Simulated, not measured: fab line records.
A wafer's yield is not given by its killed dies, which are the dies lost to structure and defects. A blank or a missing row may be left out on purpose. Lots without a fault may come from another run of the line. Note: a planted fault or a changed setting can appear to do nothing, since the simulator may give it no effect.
2 desks, one fault / flow gf180mcu / each desk holds nothing but its own numbers, with what lay behind them at the end

AT THE TOOL OWNER'S DESK: rtp anneal-02
Per lot that ran on this tool, the mean of the sampled wafers carrying a number, from the tool's own readings at GF_PSD_RTA_13 (time 20 s). A lot is out of limits, marked OUT, if its mean lies more than 4 standard deviations from the usual mean; the brackets give that distance.
Columns: A = lamp power pct at GF_PSD_RTA_13, usual 37 %; B = run length s at GF_PSD_RTA_13, usual 49.1 s; C = wafer_temp_C_max at GF_PSD_RTA_13, usual 1028.6
lot=L255; first seen here=day 14 08:28; A=32; B=49.3; C=1027.4
lot=L259; first seen here=day 15 19:19; A=32; B=49.2; C=1028.4
lot=L261; first seen here=day 16 09:31; A=32; B=49.3; C=1028.8
lot=L263; first seen here=day 17 01:20; A=32; B=49.2; C=1028.5
lot=L266; first seen here=day 18 10:18; A=32; B=49.2; C=1028.1
lot=L268; first seen here=day 18 22:58; A=32; B=49.0; C=1028.2
lot=L274; first seen here=day 20 21:54; A=32; B=71.7 (+49) OUT; C=1028.0
lot=L276; first seen here=day 21 17:57; A=32; B=71.6 (+49) OUT; C=1028.4
Finding of this desk: L274, L276 out of limits; the first was L274 at day 20 21:54, on run length s at GF_PSD_RTA_13. L255, L259, L261, L263, L266, L268 stayed within limits.

FROM THE METROLOGY DESK
What the gauges read, lot by lot, whatever tool the lot ran on: means of the sampled wafers that have a number. A lot is out of limits, marked OUT, if its mean lies more than 4 standard deviations from the usual mean; the brackets give that distance.
Columns: A = NSD_RS at GF_PSD_RS_MEAS_14, usual 46.14 ohm/sq; B = PSD_RS at GF_PSD_RS_MEAS_15, usual 108.63 ohm/sq; C = SALICIDE_TIN_RS at GF_SALICIDE_RS_MEAS_04, usual 16.5 ohm/sq; D = CONTACT_BOW at GF_CONTACT_BOW_MEAS_05, usual 64 um
lot=L255; first seen here=day 14 08:34; A=46.19; B=108.60; C=16.4; D=61
lot=L257; first seen here=day 15 01:45; A=46.18; B=108.65; C=16.7; D=52
lot=L259; first seen here=day 15 19:25; A=46.05; B=108.62; C=16.3; D=65
lot=L261; first seen here=day 16 09:37; A=46.23; B=109.02; C=16.6; D=70
lot=L262; first seen here=day 16 14:19; A=46.16; B=109.04; C=17.1; D=63
lot=L263; first seen here=day 17 01:25; A=46.13; B=108.55; C=16.1; D=56
lot=L266; first seen here=day 18 10:23; A=46.19; B=108.50; C=16.0; D=63
lot=L268; first seen here=day 18 23:02; A=46.16; B=108.82; C=16.0; D=60
lot=L274; first seen here=day 20 21:59; A=42.10 (-49) OUT; B=101.47 (-28) OUT; C=16.8; D=63
lot=L276; first seen here=day 21 18:02; A=42.15 (-49) OUT; B=101.64 (-27) OUT; C=17.2; D=63
lot=L277; first seen here=day 21 19:32; A=46.23; B=108.63; C=17.0; D=66
lot=L278; first seen here=day 22 06:38; A=46.08; B=108.53; C=16.4; D=60
This desk finds L274, L276 out of limits, with the earliest case on L274 at day 20 21:59 (NSD_RS at GF_PSD_RS_MEAS_14). L255, L257, L259, L261, L262, L263, L266, L268, L277, L278 stayed within limits.

PUT TOGETHER
At day 20 21:54, on L274, L276, the tool owner's desk was in a position to raise an alarm.
At day 20 21:59 the metrology desk could have sounded an alarm, on L274, L276.
The lots listed all ran GF_PSD_RTA_13 on rtp anneal-02.

WHAT THE SIMULATOR HAD PUT IN
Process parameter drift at GF_PSD_RTA_13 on rtp anneal-02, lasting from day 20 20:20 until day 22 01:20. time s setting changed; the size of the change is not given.
Lots struck among those shown: L274, L276.
Delay (hours) between the fault's onset and each desk's first out-of-limits reading: 2 at the tool owner's desk, 2 at the metrology desk.
